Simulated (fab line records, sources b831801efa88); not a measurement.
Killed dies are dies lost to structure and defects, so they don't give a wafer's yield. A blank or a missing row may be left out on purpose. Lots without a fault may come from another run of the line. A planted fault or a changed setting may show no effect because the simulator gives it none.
A struck lot beside a sound one | flow sky130 | 17 steps out of a route of 708
Sound: wafers L166.2, L166.3, L166.4. Struck: wafers L176.2, L176.3, L176.4. The cause comes at the end.
At each step with rows: each side's tool, then ch and its chambers, then its first start. Under that, the readings that differ: sound wafers | struck wafers | difference of the means | sigmas: that difference in standard deviations of wafers without a fault.
alike: readings whose means differ by less than 2 such deviations, and words and numbers that are the same on both sides. not compared: withheld readings, readings that some wafer has no value for, bounds like >300 that may hide the same value, and numbers for which the record gives no deviation and whose values overlap.
The two part at a step that has a row with sigmas, a row that says differs or no value, or rows on one side only. Numbers that don't overlap but have no deviation are shown without sigmas and don't part them. A reading that every wafer of one side lacks parts them only if that side has two wafers or more.

SKY_VT_ADJUST_HVTP_OVL_MEAS_08:
  sound on overlay-02, day 7 09:35; struck on overlay-01, day 9 16:02
  alike: VT_ADJUST_HVTP_OVL
then, 1 step without rows for these wafers: SKY_VT_ADJUST_HVTP_IMPLANT_09.
SKY_VT_ADJUST_HVTP_STRIP_10: strips in O2/N2.
  sound on plasma_asher-02 ch 0,1, day 7 09:46; struck on plasma_asher-04 ch 0,1, day 9 16:13
  reading                     | sound       | struck      | difference | sigmas
  drypump_motor_current_A (A) | 5.6 5.2 5.6 | 6.5 6.5 6.0 | +0.9       | +2
  alike: oes_product_au, strip_time_to_endpoint_s
  not compared: rf_hours_counter_h
SKY_VT_ADJUST_HVTP_TW_MEAS_11:
  sound on film_metro-01, day 7 09:52; struck on film_metro-02, day 9 16:19
  alike: VT_ADJUST_HVTP_TW
then, 7 steps without rows for these wafers: SKY_VT_ADJUST_LVTN_DEHYDRATE_00 (time 60 s); SKY_VT_ADJUST_LVTN_HMDS_01 (prime time 60 s); SKY_VT_ADJUST_LVTN_COAT_02 (resist thk 3000 nm); SKY_VT_ADJUST_LVTN_SOFTBAKE_03; SKY_VT_ADJUST_LVTN_EXPOSE_04 (exposes mask NWM COMPLEMENT LESS NATIVE, target cd 840 nm); SKY_VT_ADJUST_LVTN_PEB_05; SKY_VT_ADJUST_LVTN_DEVELOP_06 (develop time 60 s).
SKY_VT_ADJUST_LVTN_OVL_MEAS_07:
  sound on overlay-01, day 8 05:10; struck on overlay-02, day 10 13:35
  alike: VT_ADJUST_LVTN_OVL
SKY_VT_ADJUST_LVTN_IMPLANT_08:
  sound on implanter-04 ch 0, day 8 05:13; struck on implanter-02 ch 0, day 10 13:38
  reading            | sound                            | struck                           | difference  | sigmas
  dose_ions_cm2      | 1.5699e+12 1.5693e+12 1.5694e+12 | 1.2496e+12 1.2517e+12 1.2492e+12 | -3.1937e+11 | -99 or more
  faraday_current_uA | 8.91 8.54 8.79                   | 7.06 7.12 7.19                   | -1.62       | -9
  alike: beam_energy_keV
SKY_VT_ADJUST_LVTN_STRIP_09: strips in O2/N2.
  sound on plasma_asher-01 ch 0,1, day 8 05:20; struck on plasma_asher-02 ch 0,1, day 10 13:46
  alike: drypump_motor_current_A, oes_product_au, strip_time_to_endpoint_s
  not compared: rf_hours_counter_h
SKY_VT_ADJUST_LVTN_TW_MEAS_10:
  sound on film_metro-04, day 8 05:27; struck on film_metro-03, day 10 13:53
  reading           | sound             | struck            | difference | sigmas
  VT_ADJUST_LVTN_TW | 240.2 239.6 241.1 | 220.0 220.4 220.4 | -20.0      | -13
then, 1 step without rows for these wafers: SKY_VT_ADJUST_LVTN_DEHYDRATE_11 (time 60 s).
-- the record jumps here: 38 days lie between the struck wafers' starts before and after (it left off in module VT_ADJUST_LVTN and takes up again in module PAD_OPEN, whose first step shown is number 708 of the route) --
SKY_PAD_OPEN_PROBE_99:
  sound on prober-02, day 47 01:38; struck on prober-01, day 48 20:16
  reading                                   | sound               | struck               | difference | sigmas
  model.etest.nfet_01v8_lvt.body_rise_v (V) | 0.146 0.1463 0.1455 | 0.1398 0.1431 0.1404 | -0.0048    |
  alike: killed_at_M0_to_M3, killed_at_M4_up, killed_at_contacts, killed_at_front_end, killed_at_other, killed_dies, killed_open, killed_short

WHERE THEY PART
First at SKY_VT_ADJUST_HVTP_STRIP_10; last, within this record, at SKY_VT_ADJUST_LVTN_TW_MEAS_10. Later steps at which nothing parts them and some readings are alike: SKY_PAD_OPEN_PROBE_99.

WHY: what the simulator had put in
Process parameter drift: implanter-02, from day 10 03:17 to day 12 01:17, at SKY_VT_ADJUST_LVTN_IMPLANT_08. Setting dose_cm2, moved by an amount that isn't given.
